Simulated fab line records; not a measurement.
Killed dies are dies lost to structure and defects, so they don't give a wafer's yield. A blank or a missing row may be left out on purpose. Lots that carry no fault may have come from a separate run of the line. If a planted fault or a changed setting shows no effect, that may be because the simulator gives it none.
Matching of chambers -- flow sky130 -- cmp-02 running SKY_LI_CONTACT_CMP_02: 4 sister chambers
The step polishes PSG. 8 wafers are shown with their chamber, then 8 later ones without.

== EACH WAFER AND ITS CHAMBER ==
wafer,chamber,motor-current-A (A),time-to-endpoint-s (s)
L768.3,0,12.1,26.0
L768.6,3,11.7,30.0
L777.1,2,10.9,34.0
L777.6,1,13.1,29.6
L778.1,3,11.0,32.7
L778.3,2,10.6,36.8
L778.5,0,11.9,31.6
L780.2,1,12.8,32.1

== WAFERS WHOSE CHAMBER IS MISSING ==
wafer,motor-current-A (A),time-to-endpoint-s (s)
L780.3,11.3,32.4
L780.5,12.9,32.9
L783.1,12.7,30.0
L783.4,10.9,27.4
L783.5,11.4,34.5
L784.2,10.8,27.9
L784.4,12.6,31.0
L784.5,11.5,27.5

== CHAMBER TAKEN BY EACH ==
wafer,from the rows above,in truth
L780.3,can't be placed: 3 or 2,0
L780.5,1,1
L783.1,can't be placed: 1 or 0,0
L783.4,can't be placed: 3 or 2 or 0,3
L783.5,can't be placed: 3 or 2 or 0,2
L784.2,can't be placed: 3 or 2 or 0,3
L784.4,can't be placed: 1 or 0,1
L784.5,can't be placed: 3 or 0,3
Correct placement for 1 of the 8. Cannot be placed on the basis of these rows: 7; the candidates contain the true chamber in 6. 0 placed wrongly.
How it was worked out, from the rows above alone: a wafer's distance from a chamber is the root of the sum, over the readings, of the square of ((its reading less the chamber's mean) divided by the reading's scatter). The wafer belongs to the nearest chamber; if the next one is less than 2 further off, it can't be placed. For every chamber, the mean is computed from those of its wafers that are shown. How the scatter is found: for the shown wafers, subtract from each reading the mean of its chamber, square and add these, divide the total by (wafers less chambers), then take the root.
